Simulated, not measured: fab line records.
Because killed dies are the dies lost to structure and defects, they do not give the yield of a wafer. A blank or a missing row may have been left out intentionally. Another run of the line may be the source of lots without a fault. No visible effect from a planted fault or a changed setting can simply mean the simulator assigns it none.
Chamber matching | flow gf180mcu | GF_V5_CMP_04 on cmp-02 has 4 sister chambers
The step polishes SiO2. 4 wafers are shown with their chamber, then 8 later ones without.

## WAFERS, EACH WITH ITS CHAMBER
wafer  | chamber | slurry_filter_dp_kPa (kPa)
L861.5 | 2       | 13.68
L876.4 | 3       | 13.64
L876.5 | 0       | 13.43
L877.3 | 1       | 13.43

## WAFERS WITHOUT THEIR CHAMBER
wafer  | slurry_filter_dp_kPa (kPa)
L877.4 | 13.47
L877.5 | 13.39
L880.3 | 13.61
L880.4 | 13.58
L880.5 | 13.60
L881.2 | 13.40
L881.3 | 13.61
L881.5 | 13.74

## WHICH CHAMBER EACH ONE RAN IN
wafer  | from the rows above     | in truth
L877.4 | can't be placed: 0 or 1 | 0
L877.5 | can't be placed: 0 or 1 | 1
L880.3 | can't be placed: 3 or 2 | 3
L880.4 | can't be placed: 3 or 2 | 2
L880.5 | can't be placed: 3 or 2 | 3
L881.2 | can't be placed: 0 or 1 | 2
L881.3 | can't be placed: 3 or 2 | 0
L881.5 | can't be placed: 2 or 3 | 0
Correct placement for 0 of the 8. From these rows, 8 cannot be placed; in 5 the true chamber is one of the candidates. Placed wrongly: 0.
How it was worked out, from the rows above alone: a wafer's distance from a chamber is the root of the sum, over the readings, of the square of ((its reading less the chamber's mean) divided by the reading's scatter). The wafer belongs to the nearest chamber; if the next one is less than 2 further off, it can't be placed. Each chamber's mean is taken over the wafers shown for it. The scatter (one wafer shown for each chamber): square how far every hidden wafer sits from the nearest shown wafer, average those squares and take the square root.
